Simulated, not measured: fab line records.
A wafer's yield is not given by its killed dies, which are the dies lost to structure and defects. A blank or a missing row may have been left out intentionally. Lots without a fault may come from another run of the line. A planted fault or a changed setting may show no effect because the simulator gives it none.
2 desks looking at one fault | flow gf180mcu | every desk sees just its own numbers, and what lay behind them comes last

== DESK OF THE TOOL OWNER: litho_track-02 ==
The tool's own readings at GF_V2_SOFTBAKE_10 (time 60 s): means of the sampled wafers that have a number, for each lot that ran on this tool. The brackets show how far a lot's mean lies from the usual mean; more than 4 standard deviations puts the lot out of limits, marked OUT.
Columns: A = heater_power_total_W at GF_V2_SOFTBAKE_10, usual 93.05 W; B = plate_temp_C at GF_V2_SOFTBAKE_10, usual 130.00 C; C = resist_line_temp_C at GF_V2_SOFTBAKE_10, usual 22.99 C
lot  | first seen here | A                        | B                | C
L267 | day 22 15:00    | 93.04                    | 130.11           | 22.93
L269 | day 23 06:00    | 93.06                    | 130.10           | 23.00
L271 | day 23 17:00    | 102.63 (+99 or more) OUT | 140.12 (+78) OUT | 22.88
L273 | day 24 21:00    | 102.60 (+99 or more) OUT | 140.07 (+77) OUT | 23.03
L279 | day 27 14:00    | 93.05                    | 129.92           | 23.11
L281 | day 27 19:00    | 92.97                    | 129.92           | 23.06
This desk's verdict: out of limits on L271, L273, starting with L271 at day 23 17:00 (heater_power_total_W at GF_V2_SOFTBAKE_10). Within limits: L267, L269, L279, L281.

== AT THE METROLOGY DESK ==
What the gauges read for every lot (on any tool): the sampled wafers with a number, averaged. The brackets show how far a lot's mean lies from the usual mean; more than 4 standard deviations puts the lot out of limits, marked OUT.
Columns: A = V1_OVL at GF_V1_OVL_MEAS_15, usual 2 nm; B = cd_nm at GF_V2_CD_MEAS_14, usual 259.4 nm
lot  | first seen here | A  | B
L260 | day 18 12:35    | -0 | 258.9
L259 | day 18 16:30    | 10 | 261.8
L262 | day 19 08:48    | 6  | 258.8
L264 | day 19 23:25    | -1 | 259.0
L266 | day 20 16:21    | 4  | 259.7
L267 | day 21 00:58    | 3  | 259.2
L269 | day 21 16:53    | 3  | 259.4
L271 | day 22 03:23    | -5 | 294.8 (+27) OUT
L273 | day 23 09:33    | 4  | 286.0 (+20) OUT
L278 | day 25 09:31    | 2  | 261.0
L280 | day 25 20:35    | -1 | 259.4
L279 | day 26 04:11    | 3  | 259.9
L281 | day 26 09:06    | 2  | 260.6
L282 | day 26 15:58    | 2  | 259.3
This desk's verdict: out of limits on L271, L273, starting with L271 at day 24 04:18 (cd_nm at GF_V2_CD_MEAS_14). Within limits: L260, L259, L262, L264, L266, L267, L269, L278, L280, L279, L281, L282.

== TAKEN TOGETHER ==
At day 23 17:00, on L271, L273, the tool owner's desk was in a position to raise an alarm.
On L271, L273, the metrology desk was in a position to raise an alarm at day 24 04:18.
Every lot named ran GF_V2_SOFTBAKE_10 on litho_track-02.

== WHAT THE SIMULATOR HAD INSERTED ==
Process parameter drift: litho_track-02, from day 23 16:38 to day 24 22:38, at GF_V2_SOFTBAKE_10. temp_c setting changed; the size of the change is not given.
Lots struck among those shown: L271, L273.
Delay (hours) between the fault's onset and each desk's first out-of-limits reading: 0 at the tool owner's desk, 12 at the metrology desk.
